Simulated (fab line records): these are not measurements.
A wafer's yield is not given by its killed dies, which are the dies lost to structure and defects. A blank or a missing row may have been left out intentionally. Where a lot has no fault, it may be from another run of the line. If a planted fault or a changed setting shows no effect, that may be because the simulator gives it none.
The same fault as seen by 2 desks -- flow sky130 -- only its own numbers are on each desk; what lay behind them is given at the end

## THE TOOL OWNER'S DESK: pvd-sputter-04
The tool's own readings at SKY_LOCAL_INTERCONNECT_SPUTTER_00 (material TiN, target thk 100 nm, time 83.3 s): means of the sampled wafers that have a number, for each lot that ran on this tool. If a lot's mean is further than 4 standard deviations from the usual mean, the lot is out of limits and carries the mark OUT (the distance appears in the brackets).
Columns: A = cathode-dc-power-W at SKY_LOCAL_INTERCONNECT_SPUTTER_00, usual 6500.0 W; B = throttle-valve-pct at SKY_LOCAL_INTERCONNECT_SPUTTER_00, usual 30.2 %
lot,first seen here,A,B
L652,day 30 20:32,6501.0,29.8
L658,day 32 16:22,6499.1,30.1
L662,day 33 22:38,6761.7 (+99 or more) OUT,30.8
L665,day 35 00:17,6761.5 (+99 or more) OUT,30.3
Finding of this desk: L662, L665 out of limits; the first was L662 at day 33 22:38, on cathode-dc-power-W at SKY_LOCAL_INTERCONNECT_SPUTTER_00. L652, L658: within limits.

## FROM THE METROLOGY DESK
What the gauges read, lot by lot, whatever tool the lot ran on: means of the sampled wafers that have a number. If a lot's mean is further than 4 standard deviations from the usual mean, the lot is out of limits and carries the mark OUT (the distance appears in the brackets).
Columns: A = cd-nm at SKY_LDD_P_CD_MEAS_07, usual 379.8 nm; B = LDD_LDN_OVL at SKY_LDD_LDN_OVL_MEAS_07, usual 0.5 nm; C = LOCAL_INTERCONNECT_TIN_RS at SKY_LOCAL_INTERCONNECT_RS_MEAS_01, usual 14.17 ohm/sq; D = LOCAL_INTERCONNECT_TIN_THK at SKY_LOCAL_INTERCONNECT_THK_MEAS_02, usual 98.9 nm
lot,first seen here,A,B,C,D
L649,day 19 15:04,379.6,1.6,14.30,98.3
L652,day 20 19:11,381.0,0.8,14.03,99.7
L653,day 20 21:51,377.5,1.9,14.20,98.7
L655,day 21 16:18,378.2,-1.1,14.22,98.6
L658,day 22 21:14,380.5,0.3,13.98,100.3
L659,day 23 05:11,380.4,-1.5,14.27,98.3
L660,day 23 15:22,380.3,0.2,14.18,98.6
L662,day 24 06:43,380.6,-1.0,13.57,102.8
L664,day 25 00:00,381.6,0.5,14.39,97.1
L665,day 25 12:26,377.9,-1.0,13.52,103.5
This desk's verdict: no lot among the 10 shows anything out of limits.

## TAKEN TOGETHER
On L662, L665, at day 33 22:38, an alarm was possible from the tool owner's desk.
The metrology desk saw nothing out of limits.
The metrology desk holds a record of L662, L665, inside its limits.
Of the lots named, all ran SKY_LOCAL_INTERCONNECT_SPUTTER_00 on pvd-sputter-04.

## WHAT THE SIMULATOR HAD INSERTED
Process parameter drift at SKY_LOCAL_INTERCONNECT_SPUTTER_00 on pvd-sputter-04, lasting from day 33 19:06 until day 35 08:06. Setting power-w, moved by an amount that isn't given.
Lots struck among those shown: L662, L665.
How many hours passed from the start of the fault until each desk's first out-of-limits reading: the tool owner's desk, 4.
